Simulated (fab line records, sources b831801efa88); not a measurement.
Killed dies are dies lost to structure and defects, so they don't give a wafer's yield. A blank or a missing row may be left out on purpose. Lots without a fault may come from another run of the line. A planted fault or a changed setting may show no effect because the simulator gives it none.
One fault seen from 2 desks | flow sky130 | each desk has only its own numbers; what lay behind them comes last

THE METROLOGY DESK
What the gauges read, lot by lot, whatever tool the lot ran on: means of the sampled wafers that have a number. A lot is out of limits, marked OUT, if its mean lies more than 4 standard deviations from the usual mean; the brackets give that distance.
Columns: A = VIA3_BOW at SKY_VIA3_BOW_MEAS_03, usual 80 um; B = VIA3_W_RS at SKY_VIA3_RS_MEAS_22, usual 0.2948 ohm/sq
lot  | first seen here | A  | B
L813 | day 38 12:34    | 74 | 0.2965
L814 | day 38 16:14    | 85 | 0.2970
L815 | day 39 01:08    | 70 | 0.2977
L817 | day 39 17:04    | 89 | 0.3000
L818 | day 40 04:04    | 81 | 0.2946
L819 | day 40 06:45    | 80 | 0.2924
L820 | day 40 17:59    | 94 | 0.2938
L822 | day 41 11:50    | 69 | 0.2951
L827 | day 42 17:16    | 79 | 0.2955
L828 | day 43 04:43    | 86 | 0.2934
L830 | day 43 15:16    | 89 | 0.2928
L832 | day 44 13:25    | 85 | 0.2916
This desk's finding: nothing out of limits on any of the 12 lots.

THE TOOL OWNER'S DESK: pvd_sputter-01
The tool's own readings at SKY_CAP2M_SPUTTER_02 (material TiN, target thk 200 nm, time 166.7 s): means of the sampled wafers that have a number, for each lot that ran on this tool. A lot is out of limits, marked OUT, if its mean lies more than 4 standard deviations from the usual mean; the brackets give that distance.
Columns: A = chamber_pressure_pa at SKY_CAP2M_SPUTTER_02, usual 0.4000 Pa; B = throttle_valve_pct at SKY_CAP2M_SPUTTER_02, usual 30.2 %
lot  | first seen here | A                | B
L814 | day 39 19:05    | 0.3999           | 30.1
L817 | day 40 19:07    | 0.4002           | 29.9
L818 | day 41 05:37    | 0.4002           | 30.2
L820 | day 41 19:56    | 0.4000           | 30.3
L827 | day 43 17:27    | 0.4243 (+29) OUT | 29.2
L828 | day 44 04:16    | 0.4246 (+29) OUT | 29.0
L830 | day 44 15:11    | 0.4484 (+57) OUT | 28.6
This desk's finding: out of limits on L827, L828, L830; first on L827, day 43 17:27 (chamber_pressure_pa at SKY_CAP2M_SPUTTER_02). In limits: L814, L817, L818, L820.

PUT TOGETHER
The tool owner's desk could have raised an alarm at day 43 17:27, on L827, L828, L830.
The metrology desk saw nothing out of limits.
The metrology desk has L827, L828, L830 on record, within its limits.
Of the lots named, all ran SKY_CAP2M_SPUTTER_02 on pvd_sputter-01.

WHAT THE SIMULATOR HAD PUT IN
Process parameter drift: pvd_sputter-01, from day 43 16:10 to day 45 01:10, at SKY_CAP2M_SPUTTER_02. Setting chamber_pressure_pa, moved by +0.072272, from 0.4. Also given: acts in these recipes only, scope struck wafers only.
Lots struck among those shown: L827, L828, L830.
Hours from the fault's start to each desk's first reading out of limits: the tool owner's desk, 1.
